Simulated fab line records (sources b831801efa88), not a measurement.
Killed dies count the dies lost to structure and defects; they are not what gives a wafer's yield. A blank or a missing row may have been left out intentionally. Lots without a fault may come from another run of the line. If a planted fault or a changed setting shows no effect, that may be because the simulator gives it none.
Chamber matching / flow sfqLine / 4 sister chambers for SFQ_TRILAYER_I0_CMP_CMP_028 on cmp-02
The step polishes SiO2. 15 wafers are shown with their chamber, then 7 later ones without.

## EACH WAFER AND ITS CHAMBER
wafer=L213.1; chamber=1; motorCurrentA (A)=12.7; timeToEndpointS (s)=214; edgeZonePressureFrac=0.995
wafer=L213.3; chamber=3; motorCurrentA (A)=10.5; timeToEndpointS (s)=208; edgeZonePressureFrac=1.008
wafer=L213.6; chamber=2; motorCurrentA (A)=10.2; timeToEndpointS (s)=224; edgeZonePressureFrac=1.003
wafer=L216.3; chamber=1; motorCurrentA (A)=13.5; timeToEndpointS (s)=221; edgeZonePressureFrac=1.001
wafer=L216.4; chamber=3; motorCurrentA (A)=10.4; timeToEndpointS (s)=211; edgeZonePressureFrac=1.004
wafer=L216.6; chamber=2; motorCurrentA (A)=9.8; timeToEndpointS (s)=220; edgeZonePressureFrac=1.002
wafer=L218.1; chamber=0; motorCurrentA (A)=8.6; timeToEndpointS (s)=213; edgeZonePressureFrac=0.997
wafer=L218.6; chamber=3; motorCurrentA (A)=10.5; timeToEndpointS (s)=208; edgeZonePressureFrac=0.998
wafer=L219.1; chamber=0; motorCurrentA (A)=8.6; timeToEndpointS (s)=219; edgeZonePressureFrac=0.994
wafer=L220.1; chamber=0; motorCurrentA (A)=8.9; timeToEndpointS (s)=215; edgeZonePressureFrac=1.007
wafer=L228.3; chamber=0; motorCurrentA (A)=8.8; timeToEndpointS (s)=204; edgeZonePressureFrac=1.002
wafer=L228.5; chamber=2; motorCurrentA (A)=9.9; timeToEndpointS (s)=211; edgeZonePressureFrac=1.002
wafer=L228.6; chamber=1; motorCurrentA (A)=12.6; timeToEndpointS (s)=216; edgeZonePressureFrac=1.002
wafer=L229.3; chamber=0; motorCurrentA (A)=8.8; timeToEndpointS (s)=217; edgeZonePressureFrac=1.006
wafer=L229.4; chamber=3; motorCurrentA (A)=10.6; timeToEndpointS (s)=218; edgeZonePressureFrac=1.000

SIGNATURES (averages over the wafers above)
reading=motorCurrentA; chamber 0=8.740; chamber 1=12.933; chamber 2=9.967; chamber 3=10.500; scatter within a chamber=0.246
reading=timeToEndpointS; chamber 0=213.60; chamber 1=217.00; chamber 2=218.33; chamber 3=211.25; scatter within a chamber=5.37
reading=edgeZonePressureFrac; chamber 0=1.00120; chamber 1=0.99933; chamber 2=1.00233; chamber 3=1.00250; scatter within a chamber=0.00442
Rule: for a wafer and a chamber, the distance is found by dividing, reading by reading, the gap between the wafer's reading and the chamber's mean by the reading's scatter, squaring, summing and taking the root. The wafer belongs to the nearest chamber; if the next one is less than 2 further off, it can't be placed. How the scatter is found: for the shown wafers, subtract from each reading the mean of its chamber, square and add these, divide the total by (wafers less chambers), then take the root.

## WAFERS WITH NO CHAMBER GIVEN
wafer=L229.5; motorCurrentA (A)=9.8; timeToEndpointS (s)=216; edgeZonePressureFrac=0.992
wafer=L230.3; motorCurrentA (A)=9.9; timeToEndpointS (s)=208; edgeZonePressureFrac=1.002
wafer=L230.1; motorCurrentA (A)=14.0; timeToEndpointS (s)=218; edgeZonePressureFrac=0.997
wafer=L230.6; motorCurrentA (A)=10.4; timeToEndpointS (s)=216; edgeZonePressureFrac=1.000
wafer=L236.2; motorCurrentA (A)=8.7; timeToEndpointS (s)=211; edgeZonePressureFrac=0.993
wafer=L236.5; motorCurrentA (A)=10.1; timeToEndpointS (s)=208; edgeZonePressureFrac=1.007
wafer=L236.6; motorCurrentA (A)=13.9; timeToEndpointS (s)=227; edgeZonePressureFrac=1.005

## WHICH CHAMBER EACH WENT THROUGH
wafer=L229.5; from the rows above=can't be placed: 2 or 3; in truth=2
wafer=L230.3; from the rows above=can't be placed: 2 or 3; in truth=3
wafer=L230.1; from the rows above=1; in truth=1
wafer=L230.6; from the rows above=can't be placed: 3 or 2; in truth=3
wafer=L236.2; from the rows above=0; in truth=0
wafer=L236.5; from the rows above=can't be placed: 3 or 2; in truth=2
wafer=L236.6; from the rows above=1; in truth=1
3 of 7 placed correctly. Unplaceable from these rows: 4, with the true chamber sitting among the candidates in 4. Wrongly placed: 0.
